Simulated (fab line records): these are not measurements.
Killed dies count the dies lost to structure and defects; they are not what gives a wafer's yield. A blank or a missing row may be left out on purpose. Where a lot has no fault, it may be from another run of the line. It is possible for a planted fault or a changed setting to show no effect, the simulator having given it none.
Which tool did it? / flow sky130 / 12 lots with 36 wafers sampled at 4 steps, on a route of 708 steps

## WHAT THE GAUGES READ, wafer by wafer
SKY_GATE_OXIDE_OVL_MEAS_10.
lot=L464; measured=day 13 18:56; on=overlay-02; GATE_OXIDE_OVL (nm)=-0.2 -0.3 0.8
lot=L465; measured=day 14 01:50; on=overlay-02; GATE_OXIDE_OVL (nm)=2.4 2.0 1.4
lot=L466; measured=day 14 13:13; on=overlay-02; GATE_OXIDE_OVL (nm)=1.9 2.2 2.6
lot=L467; measured=day 15 02:29; on=overlay-02; GATE_OXIDE_OVL (nm)=3.0 1.5 1.3
lot=L468; measured=day 15 12:24; on=overlay-02; GATE_OXIDE_OVL (nm)=2.0 3.7 3.3
lot=L472; measured=day 16 15:17; on=overlay-02; GATE_OXIDE_OVL (nm)=4.5 1.1 1.3
lot=L476; measured=day 18 18:10; on=overlay-01; GATE_OXIDE_OVL (nm)=1.0 2.2 1.8
lot=L478; measured=day 20 06:50; on=overlay-01; GATE_OXIDE_OVL (nm)=2.0 2.5 0.2
lot=L479; measured=day 20 06:10; on=overlay-02; GATE_OXIDE_OVL (nm)=1.2 1.1 1.5
lot=L485; measured=day 21 08:59; on=overlay-01; GATE_OXIDE_OVL (nm)=1.5 -0.1 1.0
lot=L486; measured=day 21 23:37; on=overlay-02; GATE_OXIDE_OVL (nm)=0.5 -0.8 -1.4
lot=L487; measured=day 21 23:48; on=overlay-01; GATE_OXIDE_OVL (nm)=2.2 2.6 1.4

## WHAT TOOL EACH LOT RAN ON (gives the tool, then ch and the chambers of the sampled wafers, and finally the start)
lot=L464; SKY_FIELD_ISO_CMP_27=cmp-02 ch 2,3, day 2 07:48; SKY_NWELL_CLEAN_27=wetBench-01 ch 3, day 5 05:20; SKY_VT_ADJUST_LVTN_STRIP_20=plasmaAsher-02 ch 1, day 7 14:47
lot=L465; SKY_FIELD_ISO_CMP_27=cmp-01 ch 0,2,3, day 2 13:03; SKY_NWELL_CLEAN_27=wetBench-01 ch 3, day 5 09:52; SKY_VT_ADJUST_LVTN_STRIP_20=plasmaAsher-02 ch 0,1, day 7 19:26
lot=L466; SKY_FIELD_ISO_CMP_27=cmp-02 ch 2,3, day 2 18:11; SKY_NWELL_CLEAN_27=wetBench-03 ch 2, day 5 16:49; SKY_VT_ADJUST_LVTN_STRIP_20=plasmaAsher-02 ch 0,1, day 8 04:35
lot=L467; SKY_FIELD_ISO_CMP_27=cmp-02 ch 0,1,3, day 2 23:55; SKY_NWELL_CLEAN_27=wetBench-01 ch 2, day 6 00:19; SKY_VT_ADJUST_LVTN_STRIP_20=plasmaAsher-03 ch 0,1, day 8 13:28
lot=L468; SKY_FIELD_ISO_CMP_27=cmp-02 ch 0,2,3, day 3 06:42; SKY_NWELL_CLEAN_27=wetBench-02 ch 0, day 6 09:52; SKY_VT_ADJUST_LVTN_STRIP_20=plasmaAsher-02 ch 0,1, day 8 23:35
lot=L472; SKY_FIELD_ISO_CMP_27=cmp-02 ch 0,1, day 4 03:05; SKY_NWELL_CLEAN_27=wetBench-01 ch 3, day 7 07:28; SKY_VT_ADJUST_LVTN_STRIP_20=plasmaAsher-02 ch 0,1, day 9 23:14
lot=L476; SKY_FIELD_ISO_CMP_27=cmp-02 ch 2,3, day 5 07:13; SKY_NWELL_CLEAN_27=wetBench-02 ch 2, day 8 19:05; SKY_VT_ADJUST_LVTN_STRIP_20=plasmaAsher-02 ch 0,1, day 11 15:50
lot=L478; SKY_FIELD_ISO_CMP_27=cmp-01 ch 1,3, day 5 12:49; SKY_NWELL_CLEAN_27=wetBench-02 ch 3, day 9 00:31; SKY_VT_ADJUST_LVTN_STRIP_20=plasmaAsher-02 ch 0,1, day 11 21:47
lot=L479; SKY_FIELD_ISO_CMP_27=cmp-01 ch 0,1, day 5 16:37; SKY_NWELL_CLEAN_27=wetBench-02 ch 3, day 9 04:37; SKY_VT_ADJUST_LVTN_STRIP_20=plasmaAsher-01 ch 0,1, day 12 02:23
lot=L485; SKY_FIELD_ISO_CMP_27=cmp-01 ch 0,1, day 6 23:34; SKY_NWELL_CLEAN_27=wetBench-02 ch 0, day 10 16:58; SKY_VT_ADJUST_LVTN_STRIP_20=plasmaAsher-03 ch 0,1, day 13 20:04
lot=L486; SKY_FIELD_ISO_CMP_27=cmp-01 ch 0,2,3, day 7 07:32; SKY_NWELL_CLEAN_27=wetBench-03 ch 3, day 11 02:25; SKY_VT_ADJUST_LVTN_STRIP_20=plasmaAsher-02 ch 0,1, day 14 06:43
lot=L487; SKY_FIELD_ISO_CMP_27=cmp-01 ch 0,3, day 7 08:08; SKY_NWELL_CLEAN_27=wetBench-02 ch 2, day 11 02:28; SKY_VT_ADJUST_LVTN_STRIP_20=plasmaAsher-01 ch 0, day 14 07:22
- SKY_FIELD_ISO_CMP_27: polishes, stops on Si3N4, t overpolish 16 s, target thk 457.8 nm.
- SKY_NWELL_CLEAN_27: cleans in SC1/SC2, time 150 s.
- SKY_VT_ADJUST_LVTN_STRIP_20: strips in O2/N2.

## AS READ BY THE TOOLS THEMSELVES (means over the sampled wafers that have a number; for cases with no such wafer, the mark the record gives instead)
SKY_FIELD_ISO_CMP_27.
lot=L464; tool=cmp-02; headPressurePsi (psi)=3.999; motorCurrentA (A)=10.8; overpolishRunS (s)=16.002; slurryFlowMlMin=150.8; timeToEndpointS (s)=121
lot=L465; tool=cmp-01; headPressurePsi (psi)=3.997; motorCurrentA (A)=10.2; overpolishRunS (s)=15.998; slurryFlowMlMin=149.6; timeToEndpointS (s)=111
lot=L466; tool=cmp-02; headPressurePsi (psi)=4.002; motorCurrentA (A)=10.9; overpolishRunS (s)=16.002; slurryFlowMlMin=149.9; timeToEndpointS (s)=119
lot=L467; tool=cmp-02; headPressurePsi (psi)=3.989; motorCurrentA (A)=11.2; overpolishRunS (s)=15.995; slurryFlowMlMin=149.7; timeToEndpointS (s)=117
lot=L468; tool=cmp-02; headPressurePsi (psi)=4.004; motorCurrentA (A)=11.1; overpolishRunS (s)=15.995; slurryFlowMlMin=150.4; timeToEndpointS (s)=120
lot=L472; tool=cmp-02; headPressurePsi (psi)=4.003; motorCurrentA (A)=11.9; overpolishRunS (s)=16.001; slurryFlowMlMin=149.8; timeToEndpointS (s)=114
lot=L476; tool=cmp-02; headPressurePsi (psi)=4.002; motorCurrentA (A)=11.5; overpolishRunS (s)=16.002; slurryFlowMlMin=149.5; timeToEndpointS (s)=120
lot=L478; tool=cmp-01; headPressurePsi (psi)=4.001; motorCurrentA (A)=11.4; overpolishRunS (s)=16.006; slurryFlowMlMin=150.1; timeToEndpointS (s)=111
lot=L479; tool=cmp-01; headPressurePsi (psi)=3.997; motorCurrentA (A)=11.2; overpolishRunS (s)=16.005; slurryFlowMlMin=150.3; timeToEndpointS (s)=110
lot=L485; tool=cmp-01; headPressurePsi (psi)=3.992; motorCurrentA (A)=11.5; overpolishRunS (s)=16.003; slurryFlowMlMin=150.2; timeToEndpointS (s)=111
lot=L486; tool=cmp-01; headPressurePsi (psi)=4.011; motorCurrentA (A)=10.2; overpolishRunS (s)=16.008; slurryFlowMlMin=150.1; timeToEndpointS (s)=110
lot=L487; tool=cmp-01; headPressurePsi (psi)=4.006; motorCurrentA (A)=10.6; overpolishRunS (s)=15.999; slurryFlowMlMin=150.1; timeToEndpointS (s)=110

SKY_NWELL_CLEAN_27.
lot=L464; tool=wetBench-01; bathGuardTempC (C)=69.4; bathHeatDutyPct (%)=12.8
lot=L465; tool=wetBench-01; bathGuardTempC (C)=69.4; bathHeatDutyPct (%)=12.1
lot=L466; tool=wetBench-03; bathGuardTempC (C)=70.3; bathHeatDutyPct (%)=12.6
lot=L467; tool=wetBench-01; bathGuardTempC (C)=70.3; bathHeatDutyPct (%)=13.0
lot=L468; tool=wetBench-02; bathGuardTempC (C)=69.8; bathHeatDutyPct (%)=14.3
lot=L472; tool=wetBench-01; bathGuardTempC (C)=69.3; bathHeatDutyPct (%)=12.1
lot=L476; tool=wetBench-02; bathGuardTempC (C)=-; bathHeatDutyPct (%)=-
lot=L478; tool=wetBench-02; bathGuardTempC (C)=-; bathHeatDutyPct (%)=-
lot=L479; tool=wetBench-02; bathGuardTempC (C)=70.6; bathHeatDutyPct (%)=13.4
lot=L485; tool=wetBench-02; bathGuardTempC (C)=69.8; bathHeatDutyPct (%)=13.6
lot=L486; tool=wetBench-03; bathGuardTempC (C)=69.6; bathHeatDutyPct (%)=14.0
lot=L487; tool=wetBench-02; bathGuardTempC (C)=69.5; bathHeatDutyPct (%)=13.5

SKY_VT_ADJUST_LVTN_STRIP_20.
lot=L464; tool=plasmaAsher-02; chamberPressureMTorr (mTorr)=1499.2; drypumpMotorCurrentA (A)=5.2; oesProductAu (a.u.)=0.716; stripTimeToEndpointS (s)=14.26
lot=L465; tool=plasmaAsher-02; chamberPressureMTorr (mTorr)=1499.2; drypumpMotorCurrentA (A)=5.1; oesProductAu (a.u.)=0.718; stripTimeToEndpointS (s)=14.30
lot=L466; tool=plasmaAsher-02; chamberPressureMTorr (mTorr)=1500.4; drypumpMotorCurrentA (A)=5.2; oesProductAu (a.u.)=0.717; stripTimeToEndpointS (s)=14.25
lot=L467; tool=plasmaAsher-03; chamberPressureMTorr (mTorr)=1500.6; drypumpMotorCurrentA (A)=6.2; oesProductAu (a.u.)=0.711; stripTimeToEndpointS (s)=14.27
lot=L468; tool=plasmaAsher-02; chamberPressureMTorr (mTorr)=1500.3; drypumpMotorCurrentA (A)=5.2; oesProductAu (a.u.)=0.718; stripTimeToEndpointS (s)=14.24
lot=L472; tool=plasmaAsher-02; chamberPressureMTorr (mTorr)=1498.7; drypumpMotorCurrentA (A)=5.2; oesProductAu (a.u.)=0.721; stripTimeToEndpointS (s)=14.24
lot=L476; tool=plasmaAsher-02; chamberPressureMTorr (mTorr)=1500.3; drypumpMotorCurrentA (A)=5.2; oesProductAu (a.u.)=0.717; stripTimeToEndpointS (s)=14.29
lot=L478; tool=plasmaAsher-02; chamberPressureMTorr (mTorr)=1499.6; drypumpMotorCurrentA (A)=5.1; oesProductAu (a.u.)=0.718; stripTimeToEndpointS (s)=14.22
lot=L479; tool=plasmaAsher-01; chamberPressureMTorr (mTorr)=1499.3; drypumpMotorCurrentA (A)=5.9; oesProductAu (a.u.)=0.716; stripTimeToEndpointS (s)=14.24
lot=L485; tool=plasmaAsher-03; chamberPressureMTorr (mTorr)=1499.3; drypumpMotorCurrentA (A)=6.2; oesProductAu (a.u.)=0.716; stripTimeToEndpointS (s)=14.26
lot=L486; tool=plasmaAsher-02; chamberPressureMTorr (mTorr)=1500.4; drypumpMotorCurrentA (A)=5.2; oesProductAu (a.u.)=0.715; stripTimeToEndpointS (s)=14.23
lot=L487; tool=plasmaAsher-01; chamberPressureMTorr (mTorr)=1500.1; drypumpMotorCurrentA (A)=5.4; oesProductAu (a.u.)=0.717; stripTimeToEndpointS (s)=14.28

## THE ANSWER, worked out from the rows above alone
Rule: what is usual is taken from the lots themselves. The widest of any qualifying gaps counts: lots, ordered by their means at a reading, are off when they make up no more than a third of the lots, leave a main group of 4 or more, and stand apart from it by 3 or more times the standard deviation of that group's means. Not used: any main group whose means are identical at the precision the tables above print for the reading. Also off: a lot with no number at a reading for which 4 or more lots have one. The other lots that the step has rows for count as sound. After the gauges, taken in route order, come the tools' own readings; for these a lot's mean is taken, as printed above. At the first step where some lot is off, the reading lying furthest off is the one used; lots without a number count as furthest.
Off: L476, L478 (SKY_NWELL_CLEAN_27, bathGuardTempC). Without a number there: L476, L478. For the main group the mean is 69.8 C and the standard deviation 0.43.
A tool fits if, at that step or a process step before it, it ran every lot that is off, and no sound lot after the first of them. None of those tried fits.

## WHAT THE SIMULATOR HAD PUT IN
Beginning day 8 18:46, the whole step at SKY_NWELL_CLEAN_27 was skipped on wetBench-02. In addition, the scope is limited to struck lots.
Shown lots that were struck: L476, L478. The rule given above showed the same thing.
